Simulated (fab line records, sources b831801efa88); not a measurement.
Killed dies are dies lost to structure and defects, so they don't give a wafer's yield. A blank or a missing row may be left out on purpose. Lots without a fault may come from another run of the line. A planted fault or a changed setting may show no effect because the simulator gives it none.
fab line records | flow gf180mcu
record lots=11 wafers=33 last_day=34
route steps=602 shown STI@23 MVSD@75 HV_LDD@213
lots that met no fault: from a run of the same line without faults
start_h: hours from the record's first day to the start of the lot's first wafer shown | wait_h: hours since the lot's step before | " the same as in the row above | L1.1+2: a row that stands for several wafers | - no value, or no start given | * or withheld: withheld | < > ~ a bound
route shown NAME@n: a module of which the file shows steps, and the number in the route of the first | usual: mean/standard deviation of fault-free wafers | same: alike in all rows | chamber/n: place in a boat | sites: the reading at each site | _std_site: their standard deviation | _edge_site: outer sites' mean less inner sites' | radius_mm: how far each site lies from the wafer's centre | mask NAME#n: copy n | behind: the tool/chamber that last shaped the wafer | hold: why the lot was held/for how many hours/how that ended | device: the transistor (n, p or np) that didn't switch | end of line: the same wafers' tests at the end of the route | a step without rows: its recipe alone | killed: dies lost to structure and defects at the first sort, not the wafer's yield | map: a wafer's dies, x killed, . not, _ none there
set.NAME: the setting as run; set.NAME@STEP: as run at that earlier step | model.NAME: the simulator's own value behind a step, which no gauge read
steps of the route over a sample of lots; a table a step, a row a wafer
services: from which hour (start_h, from the record's first day; less than 0 if before it) a tool's chamber was out of use, for how many hours, and why
## steps
# step GF_STI_THK_MEAS_22
# recipe reads=SiO2_of_STI_OXIDATION_21
# usual STI_OXIDATION_01_THK=14.79/0.29
# columns lot.wafer tool chamber start_h wait_h STI_OXIDATION_01_THK[nm]
L147.3 film_metro-03 - 27.28 0.0 14.37
L147.4 " - " " 14.47
L147.5 " - " " 14.37
L150.2 film_metro-03 - 43.28 0.0 14.46
L150.3 " - " " 14.62
L150.4 " - " " 14.51
L151.1 film_metro-03 - 47.88 0.0 14.50
L151.4 " - " " 14.52
L151.5 " - " " 14.33
L154.1 film_metro-03 - 65.64 0.0 14.62
L154.2 " - " " 14.36
L154.6 " - " " 14.34
L155.1 film_metro-01 - 69.38 0.0 14.85
L155.2 " - " " 14.62
L155.6 " - " " 14.77
L162.3 film_metro-03 - 110.04 0.0 14.35
L162.4 " - " " 14.55
L162.5 " - " " 14.75
L163.1 film_metro-01 - 112.70 0.0 14.94
L163.4 " - " " 15.05
L163.5 " - " " 15.02
L164.2 film_metro-03 - 112.71 0.0 15.26
L164.5 " - " " 15.26
L164.6 " - " " 15.17
L165.2 film_metro-03 - 116.68 0.0 15.00
L165.5 " - " " 15.13
L165.6 " - " " 14.90
L166.2 film_metro-03 - 123.26 0.0 14.85
L166.5 " - " " 14.66
L166.6 " - " " 14.75
L169.2 film_metro-01 - 147.01 0.0 14.86
L169.3 " - " " 14.92
L169.6 " - " " 14.83
# step GF_MVSD_IMPLANT_09
# recipe species=P energy_kev=100 dose_cm2=5e+12 tilt_deg=0
# usual dose_ions_cm2=4.999e+12/5.2e+09 faraday_current_uA=28.2/0.57
# columns lot.wafer tool chamber start_h wait_h dose_ions_cm2 faraday_current_uA
L147.3 implanter-02 0 83.14 0.1 5e+12 28.5
L147.4 " 0 " " 4.997e+12 27.7
L147.5 " 0 " " 5.01e+12 27.8
L150.2 implanter-04 0 101.46 0.1 5.003e+12 28.0
L150.3 " 0 " " 4.996e+12 27.1
L150.4 " 0 " " 4.999e+12 27.9
L151.1 implanter-04 0 105.14 0.1 5.005e+12 27.1
L151.4 " 0 " " 5.007e+12 27.8
L151.5 " 0 " " 5.002e+12 27.8
L154.1 implanter-01 0 121.24 0.1 4.997e+12 28.8
L154.2 " 0 " " 5.004e+12 28.0
L154.6 " 0 " " 5.001e+12 29.1
L155.1 implanter-04 0 124.49 0.1 4.993e+12 28.4
L155.2 " 0 " " 4.993e+12 27.7
L155.6 " 0 " " 4.998e+12 27.6
L162.3 implanter-04 0 176.79 0.1 1.337e+12 7.7
L162.4 " 0 " " 1.337e+12 7.7
L162.5 " 0 " " 1.34e+12 7.4
L163.1 implanter-04 0 178.19 0.1 1.34e+12 7.6
L163.4 " 0 " " 1.345e+12 7.6
L163.5 " 0 " " 1.339e+12 7.6
L164.2 implanter-01 0 178.61 0.1 5.004e+12 28.6
L164.5 " 0 " " 4.997e+12 28.5
L164.6 " 0 " " 5.002e+12 28.2
L165.2 implanter-02 0 181.66 0.1 4.994e+12 29.3
L165.5 " 0 " " 4.992e+12 28.0
L165.6 " 0 " " 4.996e+12 28.2
L166.2 implanter-01 0 189.02 0.1 5.001e+12 28.6
L166.5 " 0 " " 4.999e+12 28.4
L166.6 " 0 " " 4.999e+12 28.9
L169.2 implanter-01 0 218.41 0.1 4.993e+12 27.7
L169.3 " 0 " " 4.998e+12 28.8
L169.6 " 0 " " 4.991e+12 27.4
# step GF_MVSD_TW_MEAS_11
# usual MVSD_TW=1581/14
# columns lot.wafer tool chamber start_h wait_h MVSD_TW
L147.3 film_metro-02 - 83.36 0.1 1561
L147.4 " - " " 1570
L147.5 " - " " 1565
L150.2 film_metro-01 - 101.70 0.1 1578
L150.3 " - " " 1580
L150.4 " - " " 1580
L151.1 film_metro-01 - 105.39 0.1 1569
L151.4 " - " " 1589
L151.5 " - " " 1576
L154.1 film_metro-04 - 121.49 0.1 1599
L154.2 " - " " 1591
L154.6 " - " " 1607
L155.1 film_metro-01 - 124.74 0.1 1572
L155.2 " - " " 1574
L155.6 " - " " 1572
L162.3 film_metro-02 - 177.01 0.1 1524
L162.4 " - " " 1528
L162.5 " - " " 1520
L163.1 film_metro-04 - 178.44 0.1 1547
L163.4 " - " " 1547
L163.5 " - " " 1553
L164.2 film_metro-02 - 178.85 0.1 1580
L164.5 " - " " 1575
L164.6 " - " " 1578
L165.2 film_metro-02 - 181.90 0.1 1569
L165.5 " - " " 1583
L165.6 " - " " 1582
L166.2 film_metro-01 - 189.25 0.1 1577
L166.5 " - " " 1584
L166.6 " - " " 1574
L169.2 film_metro-02 - 218.65 0.1 1567
L169.3 " - " " 1564
L169.6 " - " " 1559
# step GF_VT_IMPLANT_RS_MEAS_46
# recipe thk_meas_gauge=four-point-probe
# usual MVSD_RS=457.2/0.95
# columns lot.wafer tool chamber start_h wait_h MVSD_RS[ohm/sq]
L147.3 film_metro-02 - 152.29 0.1 457.8
L147.4 " - " " 457.2
L147.5 " - " " 456.5
L150.2 film_metro-01 - 174.42 0.1 456.7
L150.3 " - " " 456.1
L150.4 " - " " 456.4
L151.1 film_metro-01 - 177.65 0.1 457.1
L151.4 " - " " 457.3
L151.5 " - " " 457.5
L154.1 film_metro-01 - 203.85 0.1 457.4
L154.2 " - " " 457.1
L154.6 " - " " 457.8
L155.1 film_metro-01 - 204.75 0.1 456.9
L155.2 " - " " 457.8
L155.6 " - " " 456.0
L162.3 film_metro-01 - 269.60 0.1 530.5
L162.4 " - " " 530.5
L162.5 " - " " 530.1
L163.1 film_metro-02 - 270.76 0.1 529.1
L163.4 " - " " 528.7
L163.5 " - " " 529.9
L164.2 film_metro-04 - 271.30 0.1 457.5
L164.5 " - " " 456.7
L164.6 " - " " 457.6
L165.2 film_metro-01 - 272.52 0.1 458.7
L165.5 " - " " 457.1
L165.6 " - " " 456.5
L166.2 film_metro-04 - 281.62 0.1 458.4
L166.5 " - " " 457.4
L166.6 " - " " 458.9
L169.2 film_metro-01 - 316.07 0.1 456.6
L169.3 " - " " 457.5
L169.6 " - " " 457.8
# step GF_HV_LDD_STRIP_37
# recipe chemistry=O2/N2 power_w=1400 pressure_mtorr=1500 platen_temp_c=250 o2_flow_sccm=3000 n2_flow_sccm=300 overash_fraction=0.5
# usual chamber_pressure_mTorr=1500.1/1.2 drypump_motor_current_A=5.8/0.33 heater_power_w=320/21 oes_product_au=0.716/0.0047 strip_time_to_endpoint_s=12.63/0.036
# columns lot.wafer tool chamber start_h wait_h chamber_pressure_mTorr drypump_motor_current_A heater_power_w oes_product_au rf_hours_counter_h strip_time_to_endpoint_s
L147.3 plasma_asher-02 0 252.84 0.1 1499.6 5.6 269 0.728 - 12.58
L147.4 " 1 " " 1500.9 5.7 343 0.718 - 12.62
L147.5 " 1 " " 1500.6 5.8 334 0.713 - 12.59
L150.2 plasma_asher-03 0 274.52 0.1 1499.5 5.5 314 0.714 62 12.62
L150.3 " 1 " " 1500.8 5.7 306 0.724 - 12.60
L150.4 " 0 " " 1502.2 5.5 310 0.714 - 12.60
L151.1 plasma_asher-04 0 280.66 0.1 1500.4 5.7 327 0.722 59 12.63
L151.4 " 1 " " 1499.8 6.4 341 0.709 - 12.63
L151.5 " 1 " " 1499.8 6.4 341 0.721 - 12.63
L154.1 plasma_asher-04 0 307.26 0.1 1500.4 5.7 329 0.714 62 12.64
L154.2 " 1 " " 1500.5 6.5 333 0.708 62 12.65
L154.6 " 0 " " 1500.6 5.7 324 0.720 - 12.63
L155.1 plasma_asher-04 1 315.66 0.1 1501.1 6.4 343 0.721 63 12.61
L155.2 " 0 " " 1498.6 5.7 336 0.724 63 12.59
L155.6 " 1 " " 1496.8 6.4 349 0.709 - 12.62
L163.1 plasma_asher-04 0 386.36 0.1 1500.3 5.7 331 0.721 70 12.64
L163.4 " 1 " " 1498.5 6.4 334 0.722 - 12.62
L163.5 " 0 " " 1500.3 5.7 333 0.716 - 12.62
L162.3 plasma_asher-03 1 387.44 0.1 1500.4 5.7 316 0.722 - 12.54
L162.4 " 0 " " 1501.0 5.5 299 0.715 - 12.55
L162.5 " 1 " " 1501.0 5.7 313 0.721 - 12.55
L164.2 plasma_asher-04 1 388.65 0.1 1497.5 6.5 333 0.715 71 12.62
L164.5 " 1 " " 1499.7 6.5 331 0.716 - 12.65
L164.6 " 0 " " 1500.6 5.7 322 0.714 - 12.66
L165.2 plasma_asher-02 0 393.06 0.1 1500.8 5.6 277 0.721 29 12.63
L165.5 " 1 " " 1498.8 5.8 337 0.712 - 12.61
L165.6 " 0 " " 1501.3 5.6 272 0.726 - 12.60
L166.2 plasma_asher-03 1 396.45 0.1 1498.8 5.7 318 0.709 75 12.66
L166.5 " 1 " " 1502.4 5.7 319 0.718 - 12.66
L166.6 " 0 " " 1497.7 5.5 313 0.709 - 12.66
L169.2 plasma_asher-03 1 437.41 0.1 1499.2 5.7 318 0.712 80 12.61
L169.3 " 0 " " 1500.5 5.5 304 0.709 - 12.57
L169.6 " 1 " " 1500.5 5.7 323 0.721 - 12.57
# step GF_HV_LDD_STRIP_49
# recipe chemistry=O2/N2 power_w=1400 pressure_mtorr=1500 platen_temp_c=250 o2_flow_sccm=3000 n2_flow_sccm=300 overash_fraction=0.5
# usual chamber_pressure_mTorr=1499.8/1.4 drypump_motor_current_A=5.8/0.3 heater_power_w=318/24 oes_product_au=0.716/0.0051 strip_time_to_endpoint_s=12.63/0.034
# columns lot.wafer tool chamber start_h wait_h chamber_pressure_mTorr drypump_motor_current_A heater_power_w oes_product_au rf_hours_counter_h strip_time_to_endpoint_s
L147.3 plasma_asher-04 0 271.95 0.1 1498.4 5.7 323 0.705 - 12.64
L147.4 " 1 " " 1499.4 6.5 344 0.712 - 12.64
L147.5 " 1 " " 1499.1 6.4 347 0.722 - 12.62
L150.2 plasma_asher-04 1 294.91 0.1 1499.7 6.4 342 0.705 61 12.62
L150.3 " 1 " " 1499.7 6.4 342 0.711 - 12.63
L150.4 " 0 " " 1497.3 5.7 330 0.720 - 12.66
L151.1 plasma_asher-04 1 301.06 0.1 1498.4 6.4 338 0.715 62 12.67
L151.4 " 1 " " 1501.3 6.4 333 0.724 - 12.64
L151.5 " 0 " " 1501.2 5.7 327 0.710 - 12.67
L154.1 plasma_asher-02 0 328.31 0.1 1499.3 5.6 280 0.723 22 12.68
L154.2 " 1 " " 1500.8 5.7 348 0.708 22 12.66
L154.6 " 1 " " 1495.6 5.7 334 0.716 - 12.60
L155.1 plasma_asher-04 1 336.86 0.1 1498.7 6.4 343 0.721 65 12.64
L155.2 " 0 " " 1498.2 5.7 325 0.719 65 12.69
L155.6 " 1 " " 1498.2 6.4 345 0.711 - 12.69
L163.1 plasma_asher-02 1 410.30 0.1 1499.0 5.7 346 0.715 31 12.66
L163.4 " 0 " " 1498.4 5.6 274 0.706 - 12.64
L163.5 " 1 " " 1500.3 5.7 331 0.717 - 12.64
L162.3 plasma_asher-03 0 411.29 0.1 1500.1 5.5 314 0.707 - 12.64
L162.4 " 1 " " 1499.6 5.7 328 0.711 - 12.65
L162.5 " 0 " " 1500.8 5.5 317 0.724 - 12.66
L164.2 plasma_asher-02 1 412.25 0.1 1500.0 5.7 350 0.719 31 12.63
L164.5 " 0 " " 1500.2 5.5 286 0.715 - 12.64
L164.6 " 1 " " 1500.6 5.8 346 0.709 - 12.61
L165.2 plasma_asher-02 1 417.01 0.1 1498.5 5.7 336 0.717 31 12.64
L165.5 " 0 " " 1502.7 5.6 271 0.716 - 12.63
L165.6 " 1 " " 1501.3 5.7 335 0.711 - 12.62
L166.2 plasma_asher-04 1 420.56 0.1 1499.1 6.4 342 0.722 72 12.59
L166.5 " 0 " " 1502.0 5.7 322 0.712 - 12.62
L166.6 " 1 " " 1499.1 6.4 340 0.717 - 12.57
L169.2 plasma_asher-02 1 462.05 0.1 1497.7 5.7 336 0.716 36 12.63
L169.3 " 0 " " 1499.3 5.5 281 0.715 - 12.59
L169.6 " 1 " " 1499.4 5.7 328 0.703 - 12.60
## services
# columns tool chamber start_h hours kind
implanter-04 - 61.67 1.8 repair
implanter-02 - 83.57 3.9 repair
implanter-04 - 92.93 0.6 repair
plasma_asher-02 - 108.75 9.0 pm
implanter-02 - 112.31 2.3 repair
plasma_asher-04 - 115.48 7.0 repair
implanter-02 - 171.28 4.1 pm
plasma_asher-03 - 181.37 3.3 repair
plasma_asher-04 - 196.94 2.8 repair
implanter-04 - 221.91 2.5 pm
plasma_asher-04 - 222.50 4.2 repair
plasma_asher-02 - 287.11 15.6 pm
implanter-01 - 335.56 1.7 repair
plasma_asher-03 - 353.64 2.8 pm
implanter-01 - 393.59 3.6 pm
implanter-02 - 397.09 1.0 repair
plasma_asher-04 - 398.36 15.6 pm
plasma_asher-04 - 415.72 1.8 repair
plasma_asher-04 - 421.25 9.0 pm
plasma_asher-04 0 421.25 9.0 vent_cycle
plasma_asher-04 1 421.25 9.0 vent_cycle
implanter-02 - 444.10 3.2 repair
plasma_asher-02 - 453.75 5.5 repair
implanter-04 - 460.10 28.7 pm
## key
first_sign step=GF_MVSD_IMPLANT_09 reading=dose_ions_cm2 direction=down sigmas=99+ usual=4.999e+12 struck=1.34e+12
effect step=GF_MVSD_IMPLANT_09 reading=faraday_current_uA direction=down sigmas=36 usual=28.2 struck=7.6
effect step=GF_MVSD_TW_MEAS_11 reading=MVSD_TW direction=down sigmas=3.2 usual=1581 struck=1537
effect step=GF_VT_IMPLANT_RS_MEAS_46 reading=MVSD_RS direction=up sigmas=76 usual=457.2 struck=529.8
met_at GF_MVSD_IMPLANT_09
struck_lots L162,L163
tester_left_out L162,L163
not_acting_at GF_STI_THK_MEAS_22,GF_HV_LDD_STRIP_37,GF_HV_LDD_STRIP_49
onset_between 124.49 176.79
fault kind=process_parameter_drift tool=implanter-04 chamber=- onset_h=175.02 steps=GF_MVSD_IMPLANT_09 channel=dose_cm2 offset=-3.6604e+12 shape=step end_h=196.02 acts_in=these_recipes_only stated=5e+12
# tester_left_out: of these lots the tester's yield and bins aren't shown, on N5 and GAA mostly nor the transistor test; their killed dies are dies lost to structure and defects alone, not to doping, threshold or leakage, so they don't give the yield
